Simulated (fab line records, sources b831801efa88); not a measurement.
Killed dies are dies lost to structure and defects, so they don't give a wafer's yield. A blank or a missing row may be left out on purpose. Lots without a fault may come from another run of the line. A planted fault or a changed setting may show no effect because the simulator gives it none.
Chamber matching | flow sky130 | SKY_VIA1_ETCH_14 on rie_diel-03: 4 sister chambers
The step etches BARC in N2/H2, stops on SiO2, time 45.9 s, target depth 60 nm. 4 wafers are shown with their chamber, then 12 later ones without.

WAFERS WITH THEIR CHAMBER
wafer  | chamber | throttle_valve_pct (%)
L086.6 | 3       | 13.233
L091.1 | 2       | 13.226
L091.2 | 0       | 13.221
L091.3 | 1       | 13.232

WAFERS WITHOUT THEIR CHAMBER
wafer  | throttle_valve_pct (%)
L091.4 | 13.234
L091.5 | 13.225
L091.6 | 13.227
L092.2 | 13.224
L092.4 | 13.216
L092.5 | 13.235
L093.1 | 13.233
L093.2 | 13.228
L093.6 | 13.227
L096.1 | 13.219
L096.2 | 13.217
L096.4 | 13.228

WHICH CHAMBER EACH WENT THROUGH
wafer  | from the rows above          | in truth
L091.4 | can't be placed: 3 or 1      | 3
L091.5 | can't be placed: 2 or 0      | 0
L091.6 | can't be placed: 2 or 1      | 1
L092.2 | can't be placed: 2 or 0      | 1
L092.4 | 0                            | 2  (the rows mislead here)
L092.5 | can't be placed: 3 or 1      | 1
L093.1 | can't be placed: 3 or 1      | 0
L093.2 | can't be placed: 2 or 1 or 3 | 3
L093.6 | can't be placed: 2 or 1      | 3
L096.1 | 0                            | 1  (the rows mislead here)
L096.2 | 0                            | 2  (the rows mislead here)
L096.4 | can't be placed: 2 or 1 or 3 | 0
Placed correctly: 0 of 12. Can't be placed from these rows: 9 (the true chamber is among the candidates in 5). Placed wrongly: 3.
How it was worked out, from the rows above alone: a wafer's distance from a chamber is the root of the sum, over the readings, of the square of ((its reading less the chamber's mean) divided by the reading's scatter). The wafer belongs to the nearest chamber; if the next one is less than 2 further off, it can't be placed. A chamber's mean is the mean of its shown wafers. The scatter: with one shown wafer a chamber, the root of the mean of the squares of how far each hidden wafer lies from its nearest shown one.
